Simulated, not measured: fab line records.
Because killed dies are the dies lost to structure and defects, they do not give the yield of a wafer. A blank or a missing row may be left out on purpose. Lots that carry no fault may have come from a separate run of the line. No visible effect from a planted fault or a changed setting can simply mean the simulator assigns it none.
What tool caused it? ; flow gf180mcu ; Sampling: 13 lots, 39 wafers, 2 of 602 route steps

== WHAT THE GAUGES READ, wafer by wafer ==
GF_V5_BOW_MEAS_05.
lot;measured;on;V5_BOW (um)
L635;day 26 12:11;film_metro-02;141 142 129
L636;day 26 14:58;film_metro-03;119 117 131
L637;day 27 01:58;film_metro-04;130 145 131
L638;day 27 10:51;film_metro-02;129 131 139
L639;day 27 20:08;film_metro-02;141 125 126
L646;day 29 21:34;film_metro-03;121 121 129
L647;day 30 08:48;film_metro-03;123 137 131
L650;day 31 13:40;film_metro-03;141 134 130
L651;day 31 20:44;film_metro-03;114 122 117
L652;day 32 02:08;film_metro-02;138 119 127
L655;day 32 10:34;film_metro-03;117 116 131
L656;day 32 16:12;film_metro-03;131 137 145
L657;day 33 00:52;film_metro-02;132 116 114

== WHICH TOOL RAN EACH LOT (tool, then ch and the chambers of the sampled wafers, then the start) ==
lot;GF_MIM_STRIP_20
L635;plasma_asher-04 ch 0,1, day 25 13:17
L636;plasma_asher-02 ch 0,1, day 25 16:17
L637;plasma_asher-02 ch 0,1, day 26 03:13
L638;plasma_asher-02 ch 0,1, day 26 12:22
L639;plasma_asher-04 ch 0,1, day 26 22:54
L646;plasma_asher-03 ch 0,1, day 29 01:02
L647;plasma_asher-02 ch 0,1, day 29 12:29
L650;plasma_asher-03 ch 0,1, day 30 18:02
L651;plasma_asher-02 ch 1, day 31 02:16
L652;plasma_asher-02 ch 1, day 31 07:20
L655;plasma_asher-03 ch 0,1, day 31 16:13
L656;plasma_asher-02 ch 0,1, day 31 21:35
L657;plasma_asher-03 ch 0,1, day 32 06:55
- GF_MIM_STRIP_20: strips in O2/N2.

== AS READ BY THE TOOLS THEMSELVES (means over the sampled wafers that have a number; for cases with no such wafer, the mark the record gives instead) ==
GF_MIM_STRIP_20.
lot;tool;drypump_motor_current_A (A);heater_power_w (W);oes_product_au (a.u.);strip_time_to_endpoint_s (s)
L635;plasma_asher-04;6.1;354;0.688;11.21
L636;plasma_asher-02;6.0;313;0.695;11.21
L637;plasma_asher-02;6.0;312;0.694;11.14
L638;plasma_asher-02;6.0;308;0.692;11.27
L639;plasma_asher-04;6.2;384;0.688;11.20
L646;plasma_asher-03;5.8;341;0.690;11.20
L647;plasma_asher-02;6.0;311;0.694;11.22
L650;plasma_asher-03;5.6;353;0.696;11.26
L651;plasma_asher-02;6.1;315;0.691;11.19
L652;plasma_asher-02;6.1;312;0.687;11.16
L655;plasma_asher-03;5.8;344;0.691;11.26
L656;plasma_asher-02;6.0;318;0.691;11.17
L657;plasma_asher-03;5.5;353;0.690;11.17

== THE ANSWER, worked out from the rows above alone ==
Rule: what is usual is taken from the lots themselves. The widest of any qualifying gaps counts: lots, ordered by their means at a reading, are off when they make up no more than a third of the lots, leave a main group of 4 or more, and stand apart from it by 3 or more times the standard deviation of that group's means. A main group whose means are all the same, to the digits that the tables above print for the reading, isn't used. A lot without any number at a reading at which 4 lots or more have one is off too. Where the step has rows for the other lots, those lots are counted as sound. Order of review: gauges by route order, followed by the tools' own readings, for which a lot's mean as printed above is used. At the first step where some lot is off, the reading lying furthest off is the one used; lots without a number count as furthest.
No lot is off at any reading shown: from this, nothing can be told.

== WHAT WAS PUT IN BY THE SIMULATOR ==
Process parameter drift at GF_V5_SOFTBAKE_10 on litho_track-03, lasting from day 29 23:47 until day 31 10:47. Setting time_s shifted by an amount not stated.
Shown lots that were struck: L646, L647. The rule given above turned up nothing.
